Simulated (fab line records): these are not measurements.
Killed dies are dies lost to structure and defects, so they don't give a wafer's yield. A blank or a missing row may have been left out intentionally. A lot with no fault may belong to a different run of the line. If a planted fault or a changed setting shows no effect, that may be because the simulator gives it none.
Commonality check across tools || flow gf180mcu || 12 lots and 42 wafers in the sample

REASON FOR OPENING
GF_VT_IMPLANT_TW_MEAS_43, reading VT_IMPLANT_4_TW: flagged on 2 of 12 lots. No-fault wafers: 689, standard deviation 4.5.
Rule: a lot gets a flag if all its wafers with a number sit over 4 standard deviations from that mean, or if no wafer of it has a number. As for the other lots, they are considered sound.

{"lot": "L891", "measured": "day 7 23:35", "on": "filmMetro-01", "VT_IMPLANT_4_TW, wafer by wafer": "691 690 693", "flag": ""}
{"lot": "L892", "measured": "day 8 12:19", "on": "filmMetro-01", "VT_IMPLANT_4_TW, wafer by wafer": "692 689 688", "flag": ""}
{"lot": "L893", "measured": "day 8 17:02", "on": "filmMetro-01", "VT_IMPLANT_4_TW, wafer by wafer": "689 692 689", "flag": ""}
{"lot": "L894", "measured": "day 9 00:35", "on": "filmMetro-01", "VT_IMPLANT_4_TW, wafer by wafer": "688 687 689", "flag": ""}
{"lot": "L895", "measured": "day 9 05:53", "on": "filmMetro-01", "VT_IMPLANT_4_TW, wafer by wafer": "689 688 692", "flag": ""}
{"lot": "L896", "measured": "day 9 12:21", "on": "filmMetro-01", "VT_IMPLANT_4_TW, wafer by wafer": "643 641 642 638 636 638", "flag": "FLAGGED"}
{"lot": "L898", "measured": "day 9 22:20", "on": "filmMetro-04", "VT_IMPLANT_4_TW, wafer by wafer": "637 637 638 633 637 635", "flag": "FLAGGED"}
{"lot": "L901", "measured": "day 10 17:51", "on": "filmMetro-03", "VT_IMPLANT_4_TW, wafer by wafer": "683 680 682", "flag": ""}
{"lot": "L906", "measured": "day 12 03:46", "on": "filmMetro-01", "VT_IMPLANT_4_TW, wafer by wafer": "691 693 695", "flag": ""}
{"lot": "L909", "measured": "day 12 18:27", "on": "filmMetro-04", "VT_IMPLANT_4_TW, wafer by wafer": "685 685 684", "flag": ""}
{"lot": "L910", "measured": "day 13 04:47", "on": "filmMetro-04", "VT_IMPLANT_4_TW, wafer by wafer": "686 684 683", "flag": ""}
{"lot": "L912", "measured": "day 13 18:47", "on": "filmMetro-04", "VT_IMPLANT_4_TW, wafer by wafer": "682 685 682", "flag": ""}
The mean of the flagged lots' numbers is 638, -51 from the usual (-11 standard deviations).

WHICH TOOL RAN EACH LOT
Before the reading, the record contains 3 process steps out of a 602-step route. Cell contents, in order: the tool; ch with the chambers the sampled wafers went through; the start.
{"lot": "L891", "flag": "", "GF_NWELL_STRIP_10": "plasmaAsher-03 ch 0,1, day 3 17:20", "GF_VT_IMPLANT_IMPLANT_41": "implanter-02 ch 0, day 7 23:20", "GF_VT_IMPLANT_STRIP_42": "plasmaAsher-01 ch 0,1, day 7 23:29"}
{"lot": "L892", "flag": "", "GF_NWELL_STRIP_10": "plasmaAsher-03 ch 0,1, day 4 01:34", "GF_VT_IMPLANT_IMPLANT_41": "implanter-02 ch 0, day 8 12:07", "GF_VT_IMPLANT_STRIP_42": "plasmaAsher-03 ch 0,1, day 8 12:13"}
{"lot": "L893", "flag": "", "GF_NWELL_STRIP_10": "plasmaAsher-04 ch 0,1, day 4 07:02", "GF_VT_IMPLANT_IMPLANT_41": "implanter-03 ch 0, day 8 16:47", "GF_VT_IMPLANT_STRIP_42": "plasmaAsher-04 ch 0,1, day 8 16:56"}
{"lot": "L894", "flag": "", "GF_NWELL_STRIP_10": "plasmaAsher-04 ch 0,1, day 4 12:12", "GF_VT_IMPLANT_IMPLANT_41": "implanter-02 ch 0, day 9 00:20", "GF_VT_IMPLANT_STRIP_42": "plasmaAsher-01 ch 0,1, day 9 00:29"}
{"lot": "L895", "flag": "", "GF_NWELL_STRIP_10": "plasmaAsher-04 ch 0, day 4 15:47", "GF_VT_IMPLANT_IMPLANT_41": "implanter-02 ch 0, day 9 05:38", "GF_VT_IMPLANT_STRIP_42": "plasmaAsher-03 ch 0,1, day 9 05:47"}
{"lot": "L896", "flag": "FLAGGED", "GF_NWELL_STRIP_10": "plasmaAsher-01 ch 0,1, day 4 21:42", "GF_VT_IMPLANT_IMPLANT_41": "implanter-02 ch 0, day 9 12:06", "GF_VT_IMPLANT_STRIP_42": "plasmaAsher-03 ch 0,1, day 9 12:15"}
{"lot": "L898", "flag": "FLAGGED", "GF_NWELL_STRIP_10": "plasmaAsher-04 ch 0,1, day 5 07:05", "GF_VT_IMPLANT_IMPLANT_41": "implanter-02 ch 0, day 9 22:05", "GF_VT_IMPLANT_STRIP_42": "plasmaAsher-01 ch 0,1, day 9 22:14"}
{"lot": "L901", "flag": "", "GF_NWELL_STRIP_10": "plasmaAsher-04 ch 0,1, day 5 23:49", "GF_VT_IMPLANT_IMPLANT_41": "implanter-01 ch 0, day 10 17:38", "GF_VT_IMPLANT_STRIP_42": "plasmaAsher-01 ch 0,1, day 10 17:46"}
{"lot": "L906", "flag": "", "GF_NWELL_STRIP_10": "plasmaAsher-03 ch 0,1, day 7 04:25", "GF_VT_IMPLANT_IMPLANT_41": "implanter-01 ch 0, day 12 03:34", "GF_VT_IMPLANT_STRIP_42": "plasmaAsher-01 ch 0,1, day 12 03:40"}
{"lot": "L909", "flag": "", "GF_NWELL_STRIP_10": "plasmaAsher-04 ch 0,1, day 7 19:48", "GF_VT_IMPLANT_IMPLANT_41": "implanter-01 ch 0, day 12 18:12", "GF_VT_IMPLANT_STRIP_42": "plasmaAsher-01 ch 0,1, day 12 18:21"}
{"lot": "L910", "flag": "", "GF_NWELL_STRIP_10": "plasmaAsher-01 ch 0,1, day 8 03:38", "GF_VT_IMPLANT_IMPLANT_41": "implanter-01 ch 0, day 13 04:34", "GF_VT_IMPLANT_STRIP_42": "plasmaAsher-04 ch 0,1, day 13 04:41"}
{"lot": "L912", "flag": "", "GF_NWELL_STRIP_10": "plasmaAsher-04 ch 0,1, day 8 13:41", "GF_VT_IMPLANT_IMPLANT_41": "implanter-03 ch 0, day 13 18:34", "GF_VT_IMPLANT_STRIP_42": "plasmaAsher-03 ch 0,1, day 13 18:41"}
What is done by these steps:
- GF_NWELL_STRIP_10: strips in O2/N2.
- GF_VT_IMPLANT_IMPLANT_41
- GF_VT_IMPLANT_STRIP_42: strips in O2/N2.
- GF_VT_IMPLANT_TW_MEAS_43

FLAGGED OVER TOTAL, TOOL BY TOOL (the gauges that took the reading come last)
{"step": "GF_NWELL_STRIP_10", "tool": "plasmaAsher-01", "lots run": 2, "flagged": 1, "share of the flagged lots": "some", "sound lots run after its first flagged lot": "1 (L910)"}
{"step": "GF_NWELL_STRIP_10", "tool": "plasmaAsher-03", "lots run": 3, "flagged": 0, "share of the flagged lots": "none", "sound lots run after its first flagged lot": "-"}
{"step": "GF_NWELL_STRIP_10", "tool": "plasmaAsher-04", "lots run": 7, "flagged": 1, "share of the flagged lots": "some", "sound lots run after its first flagged lot": "3 (L901,L909,L912)"}
{"step": "GF_VT_IMPLANT_IMPLANT_41", "tool": "implanter-01", "lots run": 4, "flagged": 0, "share of the flagged lots": "none", "sound lots run after its first flagged lot": "-"}
{"step": "GF_VT_IMPLANT_IMPLANT_41", "tool": "implanter-02", "lots run": 6, "flagged": 2, "share of the flagged lots": "all", "sound lots run after its first flagged lot": 0}
{"step": "GF_VT_IMPLANT_IMPLANT_41", "tool": "implanter-03", "lots run": 2, "flagged": 0, "share of the flagged lots": "none", "sound lots run after its first flagged lot": "-"}
{"step": "GF_VT_IMPLANT_STRIP_42", "tool": "plasmaAsher-01", "lots run": 6, "flagged": 1, "share of the flagged lots": "some", "sound lots run after its first flagged lot": "3 (L901,L906,L909)"}
{"step": "GF_VT_IMPLANT_STRIP_42", "tool": "plasmaAsher-03", "lots run": 4, "flagged": 1, "share of the flagged lots": "some", "sound lots run after its first flagged lot": "1 (L912)"}
{"step": "GF_VT_IMPLANT_STRIP_42", "tool": "plasmaAsher-04", "lots run": 2, "flagged": 0, "share of the flagged lots": "none", "sound lots run after its first flagged lot": "-"}
{"step": "GF_VT_IMPLANT_TW_MEAS_43", "tool": "filmMetro-01", "lots run": 7, "flagged": 1, "share of the flagged lots": "some", "sound lots run after its first flagged lot": "1 (L906)"}
{"step": "GF_VT_IMPLANT_TW_MEAS_43", "tool": "filmMetro-03", "lots run": 1, "flagged": 0, "share of the flagged lots": "none", "sound lots run after its first flagged lot": "-"}
{"step": "GF_VT_IMPLANT_TW_MEAS_43", "tool": "filmMetro-04", "lots run": 4, "flagged": 1, "share of the flagged lots": "some", "sound lots run after its first flagged lot": "3 (L909,L910,L912)"}

WHAT IS ALLOWED BY THE TABLE
In the table, 1 row covers all flagged lots: implanter-02 at GF_VT_IMPLANT_IMPLANT_41.
- implanter-02 at GF_VT_IMPLANT_IMPLANT_41: 2 of its 6 lots flagged. It ran its last sound lot, L895, at day 9 05:38 and its first flagged lot, L896, at day 9 12:06: a fault with its onset between the two fits. Its own readings (doseIonsCm2, faradayCurrentUA) fall more than 4 standard deviations out on all wafers of the flagged lots.
implanter-02 at GF_VT_IMPLANT_IMPLANT_41 is the single tool remaining.

WHAT WAS PUT IN BY THE SIMULATOR
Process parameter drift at GF_VT_IMPLANT_IMPLANT_41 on implanter-02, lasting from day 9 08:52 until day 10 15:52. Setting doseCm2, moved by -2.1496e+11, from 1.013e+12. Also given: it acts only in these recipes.
Struck lots among those shown: L896, L898. The same result came from the rule above.
